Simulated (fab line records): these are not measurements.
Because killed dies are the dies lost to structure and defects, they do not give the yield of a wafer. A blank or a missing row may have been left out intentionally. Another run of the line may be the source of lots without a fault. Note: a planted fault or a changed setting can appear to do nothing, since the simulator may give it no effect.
fab line records | flow sky130
[record] lots = 24 | wafers = 72 | last-day = 50
route steps=708 shown LI_CONTACT@383 LOCAL_INTERCONNECT@388 METAL1@451 METAL2@499 METAL3@563
lots that met no fault: from a run of the same line without faults
start-h: start of the lot's first displayed wafer, in hours after the record's first day | wait-h: hours from the lot's prior step to this one | " repeats the value in the row above | L1.1+2: a row that stands for several wafers | - no value, or no start given | * or withheld: withheld | < > ~ a bound
route shown NAME@n: names a module that has steps shown in the file, with the first one's number in the route | usual: mean/standard deviation of fault-free wafers | same: alike in all rows | chamber/n: place in a boat | sites: readings site by site | _std_site: standard deviation across them | _edge_site: inner sites' mean taken away from outer sites' mean | radius-mm: for every site, how far away it sits from the centre of the wafer | mask NAME#n: copy n | behind: tool/chamber where the wafer was last shaped | hold: why the lot went on hold/how many hours it stayed there/how the hold came to an end | device: names the non-switching transistor (n, p or np) | end of line: at the end of the route, the tests of the same wafers | for a step that has no rows: nothing shown but its recipe | killed: not the wafer's yield, but the dies lost to structure and defects at the first sort | map: shows each die of a wafer: x if killed, . if not, _ if none is there
set.NAME: the setting that was run; set.NAME@STEP: the one run at that earlier step | model.NAME: the simulator's own value behind a step, which no gauge read
steps of the route over a sample of lots; a table a step, a row a wafer
services: a tool's chamber out of use, with start hour (start-h, from the record's first day; less than 0 if before it), hours out, and reason
[[steps]]
[step SKY_LI_CONTACT_CVD_21]
[recipe] material = W | target-thk-nm = 400 | time-s = 120.56 | temp-c = 400 | pressure-torr = 40
[usual] chamber-pressure-Torr = 40.01/0.082 | heater-power-w = 936/120
lot.wafer | tool     | chamber | start-h | wait-h | chamber-pressure-Torr | heater-power-w | since-wet-clean-h
L074.1    | cvd-w-01 | 1       | 692.02  | 0.0    | 40.01                 | 834            | 788
L074.3    | "        | 1       | "       | "      | 39.97                 | 817            | -
L074.5    | "        | 1       | "       | "      | 39.95                 | 854            | -
L075.1    | cvd-w-02 | 0       | 693.31  | 0.0    | 40.12                 | 1079           | 289
L075.3    | "        | 1       | "       | "      | 39.96                 | 917            | -
L075.5    | "        | 1       | "       | "      | 39.97                 | 932            | -
L076.2    | cvd-w-02 | 0       | 721.29  | 0.0    | 40.05                 | 1101           | 317
L076.4    | "        | 0       | "       | "      | 40.12                 | 1095           | -
L076.5    | "        | 0       | "       | "      | 40.06                 | 1108           | -
L077.1    | cvd-w-01 | 1       | 721.64  | 0.0    | 39.98                 | 842            | 818
L077.4    | "        | 1       | "       | "      | 40.03                 | 845            | -
L077.6    | "        | 1       | "       | "      | 40.09                 | 824            | -
L078.2    | cvd-w-01 | 0       | 727.74  | 0.0    | 39.96                 | 834            | 824
L078.3    | "        | 1       | "       | "      | 39.98                 | 831            | -
L078.4    | "        | 0       | "       | "      | 40.10                 | 826            | -
L079.2    | cvd-w-02 | 0       | 732.96  | 0.0    | 39.99                 | 1088           | 329
L079.3    | "        | 1       | "       | "      | 39.91                 | 907            | -
L079.5    | "        | 1       | "       | "      | 40.00                 | 882            | -
L082.2    | cvd-w-02 | 1       | 741.60  | 0.0    | 39.99                 | 902            | 338
L082.3    | "        | 1       | "       | "      | 39.97                 | 889            | -
L082.4    | "        | 0       | "       | "      | 39.95                 | 1097           | -
L080.3    | cvd-w-02 | 1       | 743.94  | 0.1    | 40.12                 | 923            | -
L080.5    | "        | 0       | "       | "      | 40.00                 | 1092           | -
L080.6    | "        | 1       | "       | "      | 39.99                 | 888            | -
L081.1    | cvd-w-01 | 0       | 745.15  | 0.0    | 40.02                 | 825            | 841
L081.3    | "        | 1       | "       | "      | 40.14                 | 806            | -
L081.4    | "        | 0       | "       | "      | 40.26                 | 834            | -
L083.3    | cvd-w-01 | 0       | 749.77  | 0.1    | 39.95                 | 854            | -
L083.4    | "        | 1       | "       | "      | 40.18                 | 842            | -
L083.6    | "        | 0       | "       | "      | 40.10                 | 848            | -
L084.1    | cvd-w-02 | 0       | 760.96  | 0.0    | 40.04                 | 1113           | 357
L084.2    | "        | 1       | "       | "      | 40.10                 | 899            | 357
L084.5    | "        | 1       | "       | "      | 40.03                 | 891            | -
L086.2    | cvd-w-02 | 1       | 771.79  | 0.0    | 40.03                 | 914            | 368
L086.3    | "        | 1       | "       | "      | 39.99                 | 891            | -
L086.5    | "        | 0       | "       | "      | 40.05                 | 1111           | -
L085.1    | cvd-w-02 | 0       | 774.70  | 0.0    | 39.96                 | 1105           | 371
L085.3    | "        | 0       | "       | "      | 39.90                 | 1107           | -
L085.6    | "        | 1       | "       | "      | 40.09                 | 870            | -
L087.1    | cvd-w-02 | 1       | 778.33  | 0.0    | 40.06                 | 904            | 374
L087.2    | "        | 0       | "       | "      | 39.91                 | 1147           | 374
L087.4    | "        | 1       | "       | "      | 39.94                 | 915            | -
L088.3    | cvd-w-02 | 0       | 789.03  | 0.1    | 39.95                 | 1135           | -
L088.5    | "        | 1       | "       | "      | 39.88                 | 915            | -
L088.6    | "        | 0       | "       | "      | 40.01                 | 1119           | -
L089.1    | cvd-w-01 | 1       | 819.20  | 0.0    | 40.03                 | 826            | 915
L089.2    | "        | 0       | "       | "      | 40.00                 | 829            | 915
L089.4    | "        | 0       | "       | "      | 39.92                 | 857            | -
L091.3    | cvd-w-02 | 0       | 819.59  | 0.1    | 40.02                 | 1088           | -
L091.5    | "        | 0       | "       | "      | 40.03                 | 1145           | -
L091.6    | "        | 1       | "       | "      | 39.90                 | 887            | -
L090.1    | cvd-w-01 | 0       | 819.75  | 0.0    | 39.95                 | 849            | 916
L090.3    | "        | 0       | "       | "      | 39.91                 | 855            | -
L090.6    | "        | 0       | "       | "      | 39.84                 | 829            | -
L092.2    | cvd-w-02 | 1       | 820.90  | 0.0    | 40.06                 | 901            | 417
L092.3    | "        | 1       | "       | "      | 40.00                 | 922            | -
L092.6    | "        | 0       | "       | "      | 40.05                 | 1122           | -
L093.2    | cvd-w-02 | 1       | 827.01  | 0.0    | 39.96                 | 904            | 423
L093.4    | "        | 1       | "       | "      | 39.96                 | 892            | -
L093.6    | "        | 1       | "       | "      | 39.94                 | 900            | -
L094.2    | cvd-w-01 | 1       | 839.55  | 0.0    | 40.08                 | 849            | 936
L094.3    | "        | 0       | "       | "      | 40.16                 | 852            | -
L094.4    | "        | 1       | "       | "      | 39.98                 | 824            | -
L095.2    | cvd-w-01 | 1       | 845.24  | 0.0    | 40.04                 | 840            | 941
L095.4    | "        | 0       | "       | "      | 39.92                 | 859            | -
L095.5    | "        | 0       | "       | "      | 39.99                 | 834            | -
L096.1    | cvd-w-02 | 0       | 850.99  | 0.0    | 39.93                 | 1122           | 447
L096.5    | "        | 0       | "       | "      | 40.09                 | 1115           | -
L096.6    | "        | 1       | "       | "      | 40.07                 | 912            | -
L097.2    | cvd-w-01 | 0       | 852.56  | 0.0    | 39.99                 | 849            | 949
L097.5    | "        | 1       | "       | "      | 39.99                 | 847            | -
L097.6    | "        | 0       | "       | "      | 40.04                 | 860            | -
[step SKY_LOCAL_INTERCONNECT_RS_MEAS_01]
[recipe] thk-meas-gauge = four-point-probe | reads = TiN_of_LOCAL_INTERCONNECT_SPUTTER_00
[usual] LOCAL_INTERCONNECT_TIN_RS = 14.15/0.14
lot.wafer | tool          | chamber | start-h | wait-h | LOCAL_INTERCONNECT_TIN_RS[ohm/sq]
L074.1    | film-metro-03 | -       | 692.81  | 0.0    | 14.07
L074.3    | "             | -       | "       | "      | 14.09
L074.5    | "             | -       | "       | "      | 14.09
L075.1    | film-metro-03 | -       | 693.99  | 0.0    | 13.78
L075.3    | "             | -       | "       | "      | 13.70
L075.5    | "             | -       | "       | "      | 13.75
L076.2    | film-metro-04 | -       | 721.98  | 0.1    | 14.13
L076.4    | "             | -       | "       | "      | 14.34
L076.5    | "             | -       | "       | "      | 14.29
L077.1    | film-metro-03 | -       | 722.31  | 0.0    | 14.20
L077.4    | "             | -       | "       | "      | 14.13
L077.6    | "             | -       | "       | "      | 14.20
L078.2    | film-metro-04 | -       | 728.43  | 0.1    | 14.01
L078.3    | "             | -       | "       | "      | 13.98
L078.4    | "             | -       | "       | "      | 14.08
L079.2    | film-metro-03 | -       | 733.65  | 0.1    | 14.07
L079.3    | "             | -       | "       | "      | 14.23
L079.5    | "             | -       | "       | "      | 14.07
L082.2    | film-metro-03 | -       | 742.29  | 0.1    | 14.35
L082.3    | "             | -       | "       | "      | 14.30
L082.4    | "             | -       | "       | "      | 14.22
L080.3    | film-metro-03 | -       | 744.61  | 0.1    | 14.37
L080.5    | "             | -       | "       | "      | 14.35
L080.6    | "             | -       | "       | "      | 14.14
L081.1    | film-metro-03 | -       | 745.82  | 0.0    | 14.10
L081.3    | "             | -       | "       | "      | 14.22
L081.4    | "             | -       | "       | "      | 14.07
L083.3    | film-metro-03 | -       | 750.43  | 0.1    | 14.10
L083.4    | "             | -       | "       | "      | 14.24
L083.6    | "             | -       | "       | "      | 14.24
L084.1    | film-metro-04 | -       | 761.63  | 0.0    | 14.26
L084.2    | "             | -       | "       | "      | 14.19
L084.5    | "             | -       | "       | "      | 14.28
L086.2    | film-metro-01 | -       | 772.48  | 0.1    | 14.00
L086.3    | "             | -       | "       | "      | 14.09
L086.5    | "             | -       | "       | "      | 14.02
L085.1    | film-metro-04 | -       | 775.37  | 0.0    | 14.13
L085.3    | "             | -       | "       | "      | 14.29
L085.6    | "             | -       | "       | "      | 14.17
L087.1    | film-metro-01 | -       | 779.10  | 0.0    | 14.13
L087.2    | "             | -       | "       | "      | 14.12
L087.4    | "             | -       | "       | "      | 14.08
L088.3    | film-metro-04 | -       | 789.81  | 0.1    | 14.27
L088.5    | "             | -       | "       | "      | 14.23
L088.6    | "             | -       | "       | "      | 14.18
L089.1    | film-metro-03 | -       | 819.87  | 0.0    | 14.06
L089.2    | "             | -       | "       | "      | 14.00
L089.4    | "             | -       | "       | "      | 14.07
L091.3    | film-metro-04 | -       | 820.26  | 0.1    | 13.98
L091.5    | "             | -       | "       | "      | 14.15
L091.6    | "             | -       | "       | "      | 13.93
L090.1    | film-metro-04 | -       | 820.49  | 0.0    | 14.04
L090.3    | "             | -       | "       | "      | 14.15
L090.6    | "             | -       | "       | "      | 14.05
L092.2    | film-metro-04 | -       | 821.59  | 0.1    | 14.19
L092.3    | "             | -       | "       | "      | 14.03
L092.6    | "             | -       | "       | "      | 14.08
L093.2    | film-metro-04 | -       | 827.70  | 0.1    | 14.06
L093.4    | "             | -       | "       | "      | 14.04
L093.6    | "             | -       | "       | "      | 14.04
L094.2    | film-metro-04 | -       | 840.24  | 0.1    | 14.44
L094.3    | "             | -       | "       | "      | 14.43
L094.4    | "             | -       | "       | "      | 14.46
L095.2    | film-metro-03 | -       | 845.93  | 0.1    | 14.07
L095.4    | "             | -       | "       | "      | 14.15
L095.5    | "             | -       | "       | "      | 14.13
L096.1    | film-metro-04 | -       | 851.66  | 0.0    | 14.14
L096.5    | "             | -       | "       | "      | 14.12
L096.6    | "             | -       | "       | "      | 14.19
L097.2    | film-metro-04 | -       | 853.26  | 0.1    | 14.09
L097.5    | "             | -       | "       | "      | 14.07
L097.6    | "             | -       | "       | "      | 13.94
[step SKY_METAL1_DESCUM_17]
[recipe] chemistry = O2 | source-power-w = 150 | bias-power-w = 0 | pressure-mtorr = 10 | temp-c = 40 | time-s = 8
[usual] drypump-motor-current-A = 5.7/0.49 | oes-product-au = 1.004/0.0081
[same] bias-power-w = 0
lot.wafer | tool         | chamber | start-h | wait-h | drypump-motor-current-A | oes-product-au | rf-hours-counter-h
L074.1    | rie-metal-03 | 0       | 780.58  | 0.0    | 6.4                     | 1.001          | 8
L074.3    | "            | 1       | "       | "      | 5.9                     | 1.001          | -
L074.5    | "            | 0       | "       | "      | 6.5                     | 0.989          | -
L075.1    | rie-metal-02 | 1       | 781.12  | 0.0    | 5.9                     | 1.002          | 9
L075.3    | "            | 0       | "       | "      | 4.8                     | 1.006          | -
L075.5    | "            | 1       | "       | "      | 5.9                     | 1.003          | -
L076.2    | rie-metal-03 | 0       | 806.52  | 0.0    | 6.4                     | 0.997          | 9
L076.4    | "            | 1       | "       | "      | 5.9                     | 1.010          | -
L076.5    | "            | 1       | "       | "      | 6.0                     | 1.012          | -
L077.1    | rie-metal-04 | 1       | 807.54  | 0.0    | 5.5                     | 1.005          | 13
L077.4    | "            | 1       | "       | "      | 5.5                     | 0.999          | -
L077.6    | "            | 1       | "       | "      | 5.5                     | 1.001          | -
L078.2    | rie-metal-02 | 1       | 813.04  | 0.0    | 5.9                     | 1.005          | 10
L078.3    | "            | 1       | "       | "      | 6.0                     | 0.985          | -
L078.4    | "            | 0       | "       | "      | 4.8                     | 1.006          | -
L079.2    | rie-metal-04 | 1       | 817.60  | 0.0    | 5.5                     | 1.011          | -
L079.3    | "            | 1       | "       | "      | 5.5                     | 1.002          | -
L079.5    | "            | 1       | "       | "      | 5.5                     | 1.002          | -
L082.2    | rie-metal-04 | 0       | 825.57  | 0.0    | 5.6                     | 1.014          | 0
L082.3    | "            | 1       | "       | "      | 5.5                     | 1.007          | -
L082.4    | "            | 0       | "       | "      | 5.6                     | 1.010          | -
L080.3    | rie-metal-02 | 0       | 827.33  | 0.0    | 4.8                     | 0.998          | -
L080.5    | "            | 1       | "       | "      | 5.9                     | 0.989          | -
L080.6    | "            | 0       | "       | "      | 4.8                     | 1.003          | -
L081.1    | rie-metal-04 | 0       | 828.29  | 0.0    | 5.7                     | 1.024          | 0
L081.3    | "            | 1       | "       | "      | 5.5                     | 0.999          | -
L081.4    | "            | 0       | "       | "      | 5.7                     | 1.019          | -
L083.3    | rie-metal-03 | 0       | 832.15  | 0.0    | 6.4                     | 0.992          | -
L083.4    | "            | 1       | "       | "      | 5.9                     | 0.994          | -
L083.6    | "            | 0       | "       | "      | 6.4                     | 1.000          | -
L084.1    | rie-metal-02 | 0       | 844.19  | 0.0    | 4.8                     | 1.009          | 17
L084.2    | "            | 1       | "       | "      | 6.0                     | 0.997          | 11
L084.5    | "            | 0       | "       | "      | 4.8                     | 1.007          | -
L086.2    | rie-metal-04 | 1       | 854.22  | 0.0    | 5.5                     | 0.994          | 15
L086.3    | "            | 0       | "       | "      | 5.6                     | 1.012          | -
L086.5    | "            | 0       | "       | "      | 5.6                     | 1.006          | -
L085.1    | rie-metal-04 | 1       | 857.27  | 0.0    | 5.5                     | 1.004          | 15
L085.3    | "            | 1       | "       | "      | 5.5                     | 1.001          | -
L085.6    | "            | 1       | "       | "      | 5.5                     | 1.002          | -
L087.1    | rie-metal-04 | 1       | 860.13  | 0.0    | 5.5                     | 0.999          | 15
L087.2    | "            | 0       | "       | "      | 5.7                     | 1.013          | 1
L087.4    | "            | 1       | "       | "      | 5.5                     | 0.997          | -
L088.3    | rie-metal-04 | 1       | 872.69  | 0.0    | 5.5                     | 1.012          | -
L088.5    | "            | 0       | "       | "      | 5.7                     | 1.025          | -
L088.6    | "            | 1       | "       | "      | 5.5                     | 0.996          | -
L089.1    | rie-metal-02 | 0       | 900.08  | 0.0    | 4.8                     | 1.001          | 1
L089.2    | "            | 1       | "       | "      | 6.0                     | 1.006          | 14
L089.4    | "            | 1       | "       | "      | 5.9                     | 1.001          | -
L091.3    | rie-metal-04 | 0       | 901.04  | 0.0    | 5.6                     | 1.011          | -
L091.5    | "            | 1       | "       | "      | 5.5                     | 1.004          | -
L091.6    | "            | 0       | "       | "      | 5.6                     | 1.020          | -
L090.1    | rie-metal-03 | 1       | 901.62  | 0.0    | 5.9                     | 1.009          | 16
L090.3    | "            | 1       | "       | "      | 5.9                     | 1.004          | -
L090.6    | "            | 0       | "       | "      | 6.4                     | 0.997          | -
L092.2    | rie-metal-02 | 1       | 902.98  | 0.0    | 5.9                     | 1.012          | 14
L092.3    | "            | 1       | "       | "      | 5.9                     | 1.005          | -
L092.6    | "            | 1       | "       | "      | 5.9                     | 1.012          | -
L093.2    | rie-metal-03 | 0       | 908.54  | 0.0    | 6.5                     | 1.001          | 13
L093.4    | "            | 1       | "       | "      | 5.9                     | 1.010          | -
L093.6    | "            | 0       | "       | "      | 6.5                     | 1.002          | -
L094.2    | rie-metal-04 | 0       | 919.99  | 0.0    | 5.6                     | 1.015          | 4
L094.3    | "            | 0       | "       | "      | 5.6                     | 1.026          | -
L094.4    | "            | 1       | "       | "      | 5.5                     | 0.995          | -
L095.2    | rie-metal-02 | 1       | 925.42  | 0.0    | 5.9                     | 1.009          | 15
L095.4    | "            | 1       | "       | "      | 5.9                     | 0.996          | -
L095.5    | "            | 0       | "       | "      | 4.8                     | 0.994          | -
L096.1    | rie-metal-02 | 1       | 930.28  | 0.0    | 5.9                     | 1.000          | 15
L096.5    | "            | 0       | "       | "      | 4.8                     | 1.007          | -
L096.6    | "            | 1       | "       | "      | 5.9                     | 1.000          | -
L097.2    | rie-metal-03 | 0       | 932.73  | 0.0    | 6.4                     | 0.995          | -
L097.5    | "            | 0       | "       | "      | 6.4                     | 0.996          | -
L097.6    | "            | 0       | "       | "      | 6.4                     | 0.986          | -
[step SKY_METAL2_OVL_MEAS_16]
[usual] METAL2_OVL = 0/5.8
lot.wafer | tool       | chamber | start-h | wait-h | METAL2_OVL[nm]
L074.1    | overlay-02 | -       | 838.29  | 0.1    | 6
L074.3    | "          | -       | "       | "      | -4
L074.5    | "          | -       | "       | "      | 0
L075.1    | overlay-01 | -       | 838.55  | 0.1    | -6
L075.3    | "          | -       | "       | "      | 2
L075.5    | "          | -       | "       | "      | 1
L076.2    | overlay-01 | -       | 860.84  | 0.1    | 5
L076.4    | "          | -       | "       | "      | 5
L076.5    | "          | -       | "       | "      | 6
L077.1    | overlay-02 | -       | 861.79  | 0.1    | -8
L077.4    | "          | -       | "       | "      | 0
L077.6    | "          | -       | "       | "      | -1
L078.2    | overlay-01 | -       | 868.00  | 0.1    | -1
L078.3    | "          | -       | "       | "      | -3
L078.4    | "          | -       | "       | "      | 1
L079.2    | overlay-01 | -       | 872.79  | 0.1    | 7
L079.3    | "          | -       | "       | "      | -3
L079.5    | "          | -       | "       | "      | -2
L082.2    | overlay-02 | -       | 880.49  | 0.1    | -1
L082.3    | "          | -       | "       | "      | -3
L082.4    | "          | -       | "       | "      | 3
L080.3    | overlay-01 | -       | 881.65  | 0.1    | 1
L080.5    | "          | -       | "       | "      | 0
L080.6    | "          | -       | "       | "      | -3
L081.1    | overlay-02 | -       | 884.74  | 0.1    | 12
L081.3    | "          | -       | "       | "      | 2
L081.4    | "          | -       | "       | "      | 8
L083.3    | overlay-02 | -       | 886.25  | 0.1    | -3
L083.4    | "          | -       | "       | "      | 0
L083.6    | "          | -       | "       | "      | -1
L084.1    | overlay-01 | -       | 898.69  | 0.1    | -4
L084.2    | "          | -       | "       | "      | -6
L084.5    | "          | -       | "       | "      | -14
L086.2    | overlay-02 | -       | 908.35  | 0.1    | 1
L086.3    | "          | -       | "       | "      | 1
L086.5    | "          | -       | "       | "      | 7
L085.1    | overlay-02 | -       | 912.89  | 0.1    | -4
L085.3    | "          | -       | "       | "      | 3
L085.6    | "          | -       | "       | "      | 0
L087.1    | overlay-01 | -       | 914.60  | 0.1    | -2
L087.2    | "          | -       | "       | "      | 5
L087.4    | "          | -       | "       | "      | 6
L088.3    | overlay-02 | -       | 924.80  | 0.1    | -7
L088.5    | "          | -       | "       | "      | 1
L088.6    | "          | -       | "       | "      | 3
L089.1    | overlay-01 | -       | 950.69  | 0.1    | -6
L089.2    | "          | -       | "       | "      | -16
L089.4    | "          | -       | "       | "      | -10
L091.3    | overlay-01 | -       | 951.65  | 0.1    | -5
L091.5    | "          | -       | "       | "      | -11
L091.6    | "          | -       | "       | "      | 0
L090.1    | overlay-01 | -       | 952.65  | 0.1    | 15
L090.3    | "          | -       | "       | "      | 6
L090.6    | "          | -       | "       | "      | 12
L092.2    | overlay-02 | -       | 953.69  | 0.1    | 7
L092.3    | "          | -       | "       | "      | 4
L092.6    | "          | -       | "       | "      | 1
L093.2    | overlay-02 | -       | 960.09  | 0.1    | 5
L093.4    | "          | -       | "       | "      | 10
L093.6    | "          | -       | "       | "      | 8
L094.2    | overlay-02 | -       | 970.87  | 0.1    | -2
L094.3    | "          | -       | "       | "      | -3
L094.4    | "          | -       | "       | "      | 0
L095.2    | overlay-02 | -       | 978.64  | 0.1    | -10
L095.4    | "          | -       | "       | "      | 3
L095.5    | "          | -       | "       | "      | -6
L096.1    | overlay-01 | -       | 982.29  | 0.1    | 3
L096.5    | "          | -       | "       | "      | 6
L096.6    | "          | -       | "       | "      | -1
L097.2    | overlay-02 | -       | 984.09  | 0.1    | -4
L097.5    | "          | -       | "       | "      | 1
L097.6    | "          | -       | "       | "      | -1
[step SKY_METAL3_CD_MEAS_13]
[recipe] target-cd-nm = 300
[usual] cd-nm = 299.6/1.4
lot.wafer | tool      | chamber | start-h | wait-h | cd-nm
L074.1    | cd-sem-02 | -       | 917.37  | -      | 300.7
L074.3    | "         | -       | "       | "      | 298.3
L074.5    | "         | -       | "       | "      | 299.8
L075.1    | cd-sem-01 | -       | 917.72  | -      | 301.2
L075.3    | "         | -       | "       | "      | 300.2
L075.5    | "         | -       | "       | "      | 301.0
L076.2    | cd-sem-01 | -       | 940.05  | -      | 301.6
L076.4    | "         | -       | "       | "      | 300.1
L076.5    | "         | -       | "       | "      | 301.7
L077.1    | cd-sem-02 | -       | 941.38  | -      | 299.7
L077.4    | "         | -       | "       | "      | 301.1
L077.6    | "         | -       | "       | "      | 300.3
L078.2    | cd-sem-02 | -       | 945.70  | -      | 300.3
L078.3    | "         | -       | "       | "      | 300.2
L078.4    | "         | -       | "       | "      | 301.6
L079.2    | cd-sem-01 | -       | 950.25  | -      | 297.8
L079.3    | "         | -       | "       | "      | 297.9
L079.5    | "         | -       | "       | "      | 297.9
L082.2    | cd-sem-02 | -       | 957.75  | -      | 300.5
L082.3    | "         | -       | "       | "      | 300.0
L082.4    | "         | -       | "       | "      | 300.0
L080.3    | cd-sem-01 | -       | 958.92  | -      | 298.5
L080.5    | "         | -       | "       | "      | 297.4
L080.6    | "         | -       | "       | "      | 298.7
L081.1    | cd-sem-01 | -       | 961.68  | -      | 298.2
L081.3    | "         | -       | "       | "      | 299.0
L081.4    | "         | -       | "       | "      | 298.4
L083.3    | cd-sem-02 | -       | 963.31  | -      | 300.5
L083.4    | "         | -       | "       | "      | 301.4
L083.6    | "         | -       | "       | "      | 302.6
L084.1    | cd-sem-02 | -       | 974.39  | -      | 299.2
L084.2    | "         | -       | "       | "      | 298.6
L084.5    | "         | -       | "       | "      | 299.6
L086.2    | cd-sem-02 | -       | 983.46  | -      | 302.2
L086.3    | "         | -       | "       | "      | 301.3
L086.5    | "         | -       | "       | "      | 301.2
L085.1    | cd-sem-02 | -       | 987.42  | -      | 298.1
L085.3    | "         | -       | "       | "      | 299.9
L085.6    | "         | -       | "       | "      | 300.0
L087.1    | cd-sem-02 | -       | 989.53  | -      | 301.0
L087.2    | "         | -       | "       | "      | 300.8
L087.4    | "         | -       | "       | "      | 300.8
L088.3    | cd-sem-02 | -       | 999.26  | -      | 300.9
L088.5    | "         | -       | "       | "      | 300.0
L088.6    | "         | -       | "       | "      | 300.7
L089.1    | cd-sem-02 | -       | 1024.41 | -      | 298.7
L089.2    | "         | -       | "       | "      | 299.5
L089.4    | "         | -       | "       | "      | 300.3
L091.3    | cd-sem-02 | -       | 1024.69 | -      | 297.9
L091.5    | "         | -       | "       | "      | 297.7
L091.6    | "         | -       | "       | "      | 298.5
L090.1    | cd-sem-02 | -       | 1024.87 | -      | 299.3
L090.3    | "         | -       | "       | "      | 299.6
L090.6    | "         | -       | "       | "      | 300.2
L092.2    | cd-sem-02 | -       | 1025.24 | -      | 298.0
L092.3    | "         | -       | "       | "      | 300.0
L092.6    | "         | -       | "       | "      | 299.2
L093.2    | cd-sem-02 | -       | 1033.69 | -      | 298.1
L093.4    | "         | -       | "       | "      | 298.1
L093.6    | "         | -       | "       | "      | 298.7
L094.2    | cd-sem-02 | -       | 1044.00 | -      | 299.2
L094.3    | "         | -       | "       | "      | 299.6
L094.4    | "         | -       | "       | "      | 299.1
L095.2    | cd-sem-02 | -       | 1051.30 | -      | 298.9
L095.4    | "         | -       | "       | "      | 297.2
L095.5    | "         | -       | "       | "      | 298.1
L096.1    | cd-sem-02 | -       | 1053.77 | -      | 298.5
L096.5    | "         | -       | "       | "      | 298.6
L096.6    | "         | -       | "       | "      | 299.1
L097.2    | cd-sem-02 | -       | 1056.64 | -      | 300.0
L097.5    | "         | -       | "       | "      | 299.0
L097.6    | "         | -       | "       | "      | 299.0
[step SKY_METAL3_OVL_MEAS_14]
[usual] METAL3_OVL = 0/5.9
lot.wafer | tool       | chamber | start-h | wait-h | METAL3_OVL[nm]
L074.1    | overlay-02 | -       | 917.49  | 0.1    | -6
L074.3    | "          | -       | "       | "      | -6
L074.5    | "          | -       | "       | "      | -7
L075.1    | overlay-02 | -       | 917.84  | 0.1    | -3
L075.3    | "          | -       | "       | "      | -9
L075.5    | "          | -       | "       | "      | 0
L076.2    | overlay-02 | -       | 940.15  | 0.1    | 1
L076.4    | "          | -       | "       | "      | 5
L076.5    | "          | -       | "       | "      | 5
L077.1    | overlay-01 | -       | 941.50  | 0.1    | -4
L077.4    | "          | -       | "       | "      | -19
L077.6    | "          | -       | "       | "      | -12
L078.2    | overlay-02 | -       | 945.80  | 0.1    | -2
L078.3    | "          | -       | "       | "      | -2
L078.4    | "          | -       | "       | "      | -8
L079.2    | overlay-01 | -       | 950.36  | 0.1    | -6
L079.3    | "          | -       | "       | "      | -5
L079.5    | "          | -       | "       | "      | -6
L082.2    | overlay-02 | -       | 957.85  | 0.1    | 6
L082.3    | "          | -       | "       | "      | -1
L082.4    | "          | -       | "       | "      | 9
L080.3    | overlay-02 | -       | 959.01  | 0.1    | 1
L080.5    | "          | -       | "       | "      | -6
L080.6    | "          | -       | "       | "      | -8
L081.1    | overlay-02 | -       | 961.80  | 0.1    | -2
L081.3    | "          | -       | "       | "      | -4
L081.4    | "          | -       | "       | "      | -3
L083.3    | overlay-01 | -       | 963.40  | 0.1    | 13
L083.4    | "          | -       | "       | "      | 7
L083.6    | "          | -       | "       | "      | 11
L084.1    | overlay-02 | -       | 974.51  | 0.1    | 7
L084.2    | "          | -       | "       | "      | 2
L084.5    | "          | -       | "       | "      | 4
L086.2    | overlay-02 | -       | 983.56  | 0.1    | 1
L086.3    | "          | -       | "       | "      | 1
L086.5    | "          | -       | "       | "      | 8
L085.1    | overlay-01 | -       | 987.54  | 0.1    | -5
L085.3    | "          | -       | "       | "      | 1
L085.6    | "          | -       | "       | "      | -1
L087.1    | overlay-01 | -       | 989.65  | 0.1    | -2
L087.2    | "          | -       | "       | "      | -3
L087.4    | "          | -       | "       | "      | -1
L088.3    | overlay-02 | -       | 999.35  | 0.1    | 4
L088.5    | "          | -       | "       | "      | 2
L088.6    | "          | -       | "       | "      | 3
L089.1    | overlay-02 | -       | 1024.53 | 0.1    | -1
L089.2    | "          | -       | "       | "      | -1
L089.4    | "          | -       | "       | "      | 2
L091.3    | overlay-02 | -       | 1024.78 | 0.1    | -3
L091.5    | "          | -       | "       | "      | -5
L091.6    | "          | -       | "       | "      | -2
L090.1    | overlay-01 | -       | 1024.99 | 0.1    | 5
L090.3    | "          | -       | "       | "      | 5
L090.6    | "          | -       | "       | "      | 9
L092.2    | overlay-02 | -       | 1025.35 | 0.1    | -10
L092.3    | "          | -       | "       | "      | 0
L092.6    | "          | -       | "       | "      | 0
L093.2    | overlay-02 | -       | 1033.80 | 0.1    | -2
L093.4    | "          | -       | "       | "      | -11
L093.6    | "          | -       | "       | "      | -5
L094.2    | overlay-02 | -       | 1044.11 | 0.1    | -2
L094.3    | "          | -       | "       | "      | 1
L094.4    | "          | -       | "       | "      | 0
L095.2    | overlay-01 | -       | 1051.40 | 0.1    | 2
L095.4    | "          | -       | "       | "      | -2
L095.5    | "          | -       | "       | "      | -1
L096.1    | overlay-02 | -       | 1053.89 | 0.1    | -2
L096.5    | "          | -       | "       | "      | 2
L096.6    | "          | -       | "       | "      | -8
L097.2    | overlay-01 | -       | 1056.75 | 0.1    | 13
L097.5    | "          | -       | "       | "      | 10
L097.6    | "          | -       | "       | "      | 10
[[services]]
tool         | chamber | start-h | hours | kind
rie-metal-03 | -       | 684.80  | 0.3   | repair
cvd-w-01     | 0       | 689.81  | 20.2  | repair
cvd-w-02     | -       | 692.42  | 0.4   | repair
rie-metal-02 | 0       | 701.89  | 1.8   | repair
rie-metal-04 | 0       | 798.25  | -     | clean
rie-metal-04 | 0       | 798.25  | 21.8  | scheduled-down
rie-metal-04 | 0       | 798.25  | 21.8  | vent-cycle
rie-metal-02 | -       | 822.72  | 2.8   | pm
rie-metal-02 | 0       | 851.59  | -     | clean
rie-metal-02 | 0       | 851.59  | 19.8  | scheduled-down
rie-metal-02 | 0       | 851.59  | 19.8  | vent-cycle
rie-metal-02 | 1       | 858.04  | 4.1   | repair
cvd-w-01     | 1       | 860.58  | -     | calibration
cvd-w-02     | -       | 861.96  | 0.3   | repair
rie-metal-04 | 0       | 874.93  | 1.7   | repair
rie-metal-04 | 0       | 893.58  | 5.1   | repair
cvd-w-01     | -       | 904.00  | 14.0  | pm
cvd-w-01     | 0       | 904.00  | 14.0  | vent-cycle
cvd-w-01     | 1       | 904.00  | 14.0  | vent-cycle
cvd-w-01     | 0       | 918.00  | -     | clean
cvd-w-01     | 1       | 918.00  | -     | clean
rie-metal-03 | 1       | 921.70  | -     | clean
rie-metal-03 | 1       | 921.70  | 15.5  | scheduled-down
rie-metal-03 | -       | 921.76  | 2.8   | pm
[[key]]
fault none
